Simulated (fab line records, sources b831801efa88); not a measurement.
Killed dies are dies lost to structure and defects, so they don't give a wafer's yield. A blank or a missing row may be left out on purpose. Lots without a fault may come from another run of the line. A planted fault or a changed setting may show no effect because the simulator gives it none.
Which tool did it? | flow sky130 | 13 lots, 39 wafers sampled, at 4 steps of a route of 708

WHAT THE GAUGES READ, wafer by wafer
SKY_POLY_CUT_OVL_MEAS_09.
lot  | measured     | on         | POLY_CUT_OVL (nm)
L893 | day 25 22:14 | overlay-01 | 2 -2 5
L892 | day 25 22:44 | overlay-01 | -1 5 -1
L890 | day 25 22:40 | overlay-02 | 0 0 -1
L894 | day 25 23:50 | overlay-01 | 3 4 9
L895 | day 26 04:35 | overlay-01 | 11 8 12
L896 | day 26 10:01 | overlay-02 | 2 -1 0
L897 | day 26 19:39 | overlay-01 | 4 7 2
L898 | day 27 07:43 | overlay-01 | -1 -4 4
L901 | day 28 00:16 | overlay-01 | -2 -3 -1
L905 | day 30 13:49 | overlay-01 | 2 6 9
L907 | day 30 23:34 | overlay-02 | 17 10 7
L912 | day 32 05:26 | overlay-01 | -1 1 -2
L913 | day 32 10:55 | overlay-01 | -6 -6 -4

SKY_LI_CONTACT_THK_MEAS_23: measures by xrf.
lot  | measured     | on            | LI_CONTACT_W_THK (nm)
L893 | day 30 18:28 | film_metro-02 | 404 403 409
L892 | day 30 19:50 | film_metro-01 | 405 406 405
L890 | day 30 19:30 | film_metro-01 | 410 413 412
L894 | day 30 21:03 | film_metro-04 | 407 407 405
L895 | day 31 00:04 | film_metro-02 | 403 408 409
L896 | day 31 05:49 | film_metro-01 | 403 410 402
L897 | day 31 15:06 | film_metro-02 | 407 403 405
L898 | day 32 04:07 | film_metro-02 | 409 414 412
L901 | day 32 20:15 | film_metro-01 | 403 391 397
L905 | day 35 03:55 | film_metro-01 | 401 397 405
L907 | day 35 15:09 | film_metro-04 | 408 402 411
L912 | day 36 18:29 | film_metro-04 | 417 419 417
L913 | day 36 23:37 | film_metro-02 | 413 415 409

WHICH TOOL RAN EACH LOT (tool, then ch and the chambers of the sampled wafers, then the start)
lot  | SKY_LDD_N_IMPLANT_08            | SKY_LI_CONTACT_STRIP_16
L893 | implanter-01 ch 0, day 19 11:24 | plasma_asher-01 ch 0, day 30 17:47
L892 | implanter-02 ch 0, day 19 11:58 | plasma_asher-03 ch 0,1, day 30 19:09
L890 | implanter-04 ch 0, day 19 12:14 | plasma_asher-02 ch 0,1, day 30 18:50
L894 | implanter-01 ch 0, day 19 12:35 | plasma_asher-02 ch 0,1, day 30 20:22
L895 | implanter-01 ch 0, day 19 18:54 | plasma_asher-03 ch 0,1, day 30 23:22
L896 | implanter-02 ch 0, day 20 00:50 | plasma_asher-03 ch 0,1, day 31 05:08
L897 | implanter-04 ch 0, day 20 12:50 | plasma_asher-02 ch 0,1, day 31 14:26
L898 | implanter-04 ch 0, day 20 22:02 | plasma_asher-02 ch 0,1, day 32 03:25
L901 | implanter-02 ch 0, day 21 18:39 | plasma_asher-03 ch 0, day 32 19:31
L905 | implanter-02 ch 0, day 24 12:22 | plasma_asher-01 ch 0,1, day 35 03:13
L907 | implanter-02 ch 0, day 24 21:08 | plasma_asher-03 ch 0,1, day 35 14:28
L912 | implanter-04 ch 0, day 26 02:44 | plasma_asher-03 ch 0,1, day 36 17:47
L913 | implanter-04 ch 0, day 26 09:08 | plasma_asher-03 ch 0,1, day 36 22:56
- SKY_LDD_N_IMPLANT_08
- SKY_LI_CONTACT_STRIP_16: strips in O2/N2.

WHAT THE TOOLS THEMSELVES READ (means of the sampled wafers that have a number; where no wafer has one, the mark that the record gives instead)
SKY_LDD_N_IMPLANT_08.
lot  | tool         | rotation_deg (degrees)
L893 | implanter-01 | 22.974
L892 | implanter-02 | 22.964
L890 | implanter-04 | 22.990
L894 | implanter-01 | 22.999
L895 | implanter-01 | 22.968
L896 | implanter-02 | 22.981
L897 | implanter-04 | 23.024
L898 | implanter-04 | 23.028
L901 | implanter-02 | 23.002
L905 | implanter-02 | 226.620
L907 | implanter-02 | 226.673
L912 | implanter-04 | 23.025
L913 | implanter-04 | 22.983

SKY_LI_CONTACT_STRIP_16.
lot  | tool            | drypump_motor_current_A (A) | oes_product_au (a.u.) | strip_time_to_endpoint_s (s)
L893 | plasma_asher-01 | 4.9                         | 0.379                 | 3.56
L892 | plasma_asher-03 | 5.3                         | 0.380                 | 3.60
L890 | plasma_asher-02 | 5.6                         | 0.378                 | 3.52
L894 | plasma_asher-02 | 5.8                         | 0.375                 | 3.49
L895 | plasma_asher-03 | 5.7                         | 0.380                 | 3.54
L896 | plasma_asher-03 | 5.3                         | 0.376                 | 3.55
L897 | plasma_asher-02 | 5.8                         | 0.378                 | 3.57
L898 | plasma_asher-02 | 5.8                         | 0.382                 | 3.55
L901 | plasma_asher-03 | 6.0                         | 0.379                 | 3.50
L905 | plasma_asher-01 | 5.5                         | 0.377                 | 3.56
L907 | plasma_asher-03 | 5.7                         | 0.373                 | 3.53
L912 | plasma_asher-03 | 5.3                         | 0.378                 | 3.56
L913 | plasma_asher-03 | 5.7                         | 0.381                 | 3.63

THE ANSWER, worked out from the rows above alone
Rule: what is usual is taken from the lots themselves. Put in order of their means at a reading, lots are off if they are a third of the lots or fewer, leave a main group of 4 or more, and stand apart from it by a gap of 3 or more times the standard deviation of the main group's means; of several such gaps the widest counts. A main group whose means are all the same, to the digits that the tables above print for the reading, isn't used. A lot without any number at a reading at which 4 lots or more have one is off too. The other lots that the step has rows for count as sound. The gauges are gone through in route order, then the tools' own readings, and for those a lot's mean is taken as printed above. The first step at which some lot is off is used, and at that step the reading that is off furthest; a lot without a number counts as furthest.
Off: L905, L907, at SKY_LDD_N_IMPLANT_08 (rotation_deg). The main group: mean 22.994 degrees, standard deviation 0.022.
A tool fits if, at that step or a process step before it, it ran every lot that is off, and no sound lot after the first of them. One fits: implanter-02 at SKY_LDD_N_IMPLANT_08. Its last sound lot is L901 (day 21 18:39), its first lot that is off L905 (day 24 12:22): a fault that began between those two fits.
The tool's own readings at SKY_LDD_N_IMPLANT_08 bear it out: on the lots that are off they differ by more than 5 times the standard deviation of the sound lots' means. rotation_deg reads 226.647 degrees there against 22.994 degrees on the sound lots.

WHAT THE SIMULATOR HAD PUT IN
Process parameter drift: implanter-02, from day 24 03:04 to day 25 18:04, at SKY_LDD_N_IMPLANT_08. Setting rotation_deg, moved by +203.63, from 23. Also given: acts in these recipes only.
Lots struck among those shown: L905, L907. The rule above found the same.
